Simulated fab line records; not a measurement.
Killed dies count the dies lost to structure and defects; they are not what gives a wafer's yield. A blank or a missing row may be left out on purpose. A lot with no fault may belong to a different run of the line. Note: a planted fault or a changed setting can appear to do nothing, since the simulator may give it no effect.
Which of the tools did it? ; flow gf180mcu ; 12 lots with 36 wafers sampled at 4 steps, on a route of 602 steps

== WHAT THE GAUGES READ, wafer by wafer ==
GF_V5_THK_MEAS_03.
lot;measured;on;V5_CVD_02_THK (nm)
L218;day 26 16:10;filmMetro-01;1444 1467 1483
L219;day 26 18:30;filmMetro-01;1445 1432 1464
L220;day 26 22:55;filmMetro-02;1453 1465 1480
L221;day 27 19:41;filmMetro-01;1442 1461 1485
L222;day 27 20:16;filmMetro-04;1454 1431 1461
L224;day 28 13:34;filmMetro-02;1446 1463 1458
L228;day 29 23:53;filmMetro-01;1449 1467 1678
L229;day 30 02:23;filmMetro-02;1437 1650 1457
L237;day 32 03:24;filmMetro-01;1430 1427 1444
L238;day 32 07:35;filmMetro-01;1428 1444 1460
L239;day 32 13:56;filmMetro-01;1440 1477 1475
L240;day 32 18:47;filmMetro-04;1469 1460 1477

== WHAT TOOL EACH LOT RAN ON (gives the tool, then ch and the chambers of the sampled wafers, and finally the start) ==
lot;GF_MIM_SPUTTER_08;GF_MIM_METAL_ETCH_19;GF_V5_CVD_02
L218;pvdSputter-02, day 24 20:32;rieMetal-01 ch 0,1, day 25 17:19;pecvd-01 ch 1,2, day 26 16:02
L219;pvdSputter-03, day 24 23:01;rieMetal-03 ch 0,1, day 25 19:55;pecvd-01 ch 0,1,2, day 26 18:23
L220;pvdSputter-01, day 25 03:31;rieMetal-01 ch 0,1, day 26 00:47;pecvd-01 ch 1,2, day 26 22:47
L221;pvdSputter-01, day 26 00:45;rieMetal-02 ch 0,1, day 26 21:31;pecvd-02 ch 0,1, day 27 19:34
L222;pvdSputter-02, day 26 01:17;rieMetal-01 ch 0,1, day 26 22:07;pecvd-03 ch 0,1,2, day 27 20:09
L224;pvdSputter-03, day 26 19:49;rieMetal-03 ch 0, day 27 15:58;pecvd-01 ch 0,1, day 28 13:27
L228;pvdSputter-02, day 28 09:23;rieMetal-02 ch 0,1, day 29 04:04;pecvd-02 ch 0,2, day 29 23:47
L229;pvdSputter-03, day 28 11:37;rieMetal-03 ch 0,1, day 29 06:35;pecvd-02 ch 0,1,2, day 30 02:17
L237;pvdSputter-03, day 30 15:48;rieMetal-01 ch 0, day 31 08:22;pecvd-03 ch 0,2, day 32 03:17
L238;pvdSputter-02, day 30 19:56;rieMetal-03 ch 0,1, day 31 13:04;pecvd-03 ch 0,2, day 32 07:28
L239;pvdSputter-03, day 31 01:44;rieMetal-02 ch 0,1, day 31 19:25;pecvd-01 ch 0,1,2, day 32 13:50
L240;pvdSputter-03, day 31 07:19;rieMetal-01 ch 0,1, day 32 00:17;pecvd-01 ch 0,1,2, day 32 18:42
- GF_MIM_SPUTTER_08: material AlCu, target thk 200 nm, time 10.6 s.
- GF_MIM_METAL_ETCH_19: etches the open film in Cl2/BCl3, stops on Si3N4, target depth 324.5 nm, time 54.1 s.
- GF_V5_CVD_02: deposits SiO2 from TEOS, target thk 1450 nm, time 163.28 s.

== WHAT THE TOOLS THEMSELVES READ (means of the sampled wafers that have a number; where no wafer has one, the mark that the record gives instead) ==
GF_MIM_SPUTTER_08.
lot;tool;throttleValvePct (%)
L218;pvdSputter-02;30.4
L219;pvdSputter-03;30.4
L220;pvdSputter-01;30.8
L221;pvdSputter-01;30.2
L222;pvdSputter-02;30.8
L224;pvdSputter-03;30.1
L228;pvdSputter-02;30.6
L229;pvdSputter-03;30.5
L237;pvdSputter-03;30.6
L238;pvdSputter-02;29.2
L239;pvdSputter-03;30.5
L240;pvdSputter-03;30.2

GF_MIM_METAL_ETCH_19.
lot;tool;drypumpMotorCurrentA (A);mfcCl2Sccm (sccm);oesProductAu (a.u.);rfFwdPowerW (W);throttleValvePct (%)
L218;rieMetal-01;5.73;80.08;0.939;791;28.281
L219;rieMetal-03;5.55;79.88;0.945;794;28.283
L220;rieMetal-01;5.73;80.03;0.944;794;28.280
L221;rieMetal-02;5.55;80.09;0.944;793;28.289
L222;rieMetal-01;5.49;79.78;0.933;791;28.288
L224;rieMetal-03;5.60;79.97;0.942;791;28.276
L228;rieMetal-02;5.58;80.11;0.946;793;28.285
L229;rieMetal-03;5.50;79.93;0.938;789;28.289
L237;rieMetal-01;6.00;79.50;0.942;795;28.282
L238;rieMetal-03;5.50;80.02;0.943;792;28.279
L239;rieMetal-02;5.63;79.91;0.940;798;28.281
L240;rieMetal-01;5.74;79.99;0.942;791;28.277

GF_V5_CVD_02.
lot;tool;heaterPowerW (W);rfFwdPowerW (W)
L218;pecvd-01;627;596.2
L219;pecvd-01;571;598.5
L220;pecvd-01;621;597.3
L221;pecvd-02;642;598.7
L222;pecvd-03;558;599.0
L224;pecvd-01;655;596.6
L228;pecvd-02;557;597.5
L229;pecvd-02;628;597.2
L237;pecvd-03;655;596.2
L238;pecvd-03;695;598.8
L239;pecvd-01;622;597.5
L240;pecvd-01;582;596.7

== THE ANSWER, worked out from the rows above alone ==
Rule: the lots themselves supply what counts as usual. The widest of any qualifying gaps counts: lots, ordered by their means at a reading, are off when they make up no more than a third of the lots, leave a main group of 4 or more, and stand apart from it by 3 or more times the standard deviation of that group's means. Not used: any main group whose means are identical at the precision the tables above print for the reading. Also off: a lot with no number at a reading for which 4 or more lots have one. Where the step has rows for the other lots, those lots are counted as sound. After the gauges, taken in route order, come the tools' own readings; for these a lot's mean is taken, as printed above. The first step at which some lot is off is used, and at that step the reading that is off furthest; a lot without a number counts as furthest.
Off: L228, L229, at GF_V5_THK_MEAS_03 (V5_CVD_02_THK). Main group: mean 1456 nm, sd 11.
If a tool, at a process step before that reading, ran all the lots that are off and no sound lot after the first of them, it fits. The gauges at GF_V5_THK_MEAS_03 are tried like those tools. One fits: pecvd-02 at GF_V5_CVD_02. Its last sound lot is L221 (day 27 19:34), its first lot that is off L228 (day 29 23:47): a fault that began between those two fits.

== WHAT THE SIMULATOR HAD PUT IN ==
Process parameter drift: pecvd-02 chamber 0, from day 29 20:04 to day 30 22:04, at GF_V5_CVD_02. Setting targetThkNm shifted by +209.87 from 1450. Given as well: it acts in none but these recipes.
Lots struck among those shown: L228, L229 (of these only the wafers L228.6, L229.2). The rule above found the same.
